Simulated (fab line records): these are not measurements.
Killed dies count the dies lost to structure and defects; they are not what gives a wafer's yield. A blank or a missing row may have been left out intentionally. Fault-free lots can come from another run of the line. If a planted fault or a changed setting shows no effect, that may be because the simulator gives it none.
Which tool did it? ; flow gf180mcu ; 6 lots with 18 wafers sampled at 2 steps, on a route of 602 steps

WHAT EACH GAUGE READ, for each wafer
GF_V2_RS_MEAS_24: measures by four-point-probe.
lot;measured;on;V2_W_RS (ohm/sq)
L868;day 22 08:41;filmMetro-02;0.330 0.338 0.328
L872;day 23 20:31;filmMetro-02;0.329 0.330 0.321
L874;day 24 15:31;filmMetro-03;0.330 0.331 0.328
L876;day 25 03:05;filmMetro-02;0.329 0.333 0.332
L884;day 27 13:13;filmMetro-02;0.331 0.329 0.329
L886;day 28 01:20;filmMetro-03;0.326 0.327 0.325

TOOL THAT RAN EACH LOT (tool first, then ch and the chambers of the sampled wafers, then the start)
lot;GF_M2_SPUTTER_01
L868;pvdSputter-01, day 20 07:22
L872;pvdSputter-03, day 21 19:35
L874;pvdSputter-04, day 22 15:14
L876;pvdSputter-01, day 23 03:42
L884;pvdSputter-04, day 25 17:14
L886;pvdSputter-04, day 26 06:37
- GF_M2_SPUTTER_01: material TiN, target thk 30 nm, time 25 s.

THE ANSWER, worked out from the rows above alone
Rule: the usual values come from the lots themselves. The widest of any qualifying gaps counts: lots, ordered by their means at a reading, are off when they make up no more than a third of the lots, leave a main group of 4 or more, and stand apart from it by 3 or more times the standard deviation of that group's means. The tables above print the reading to a certain number of digits; a main group whose means all agree to those digits is not used. Also off: a lot with no number at a reading for which 4 or more lots have one. All remaining lots with rows at the step are treated as sound.
Across all readings shown, no lot is off: no conclusion can be drawn from this.

WHAT THE SIMULATOR HAD PUT IN
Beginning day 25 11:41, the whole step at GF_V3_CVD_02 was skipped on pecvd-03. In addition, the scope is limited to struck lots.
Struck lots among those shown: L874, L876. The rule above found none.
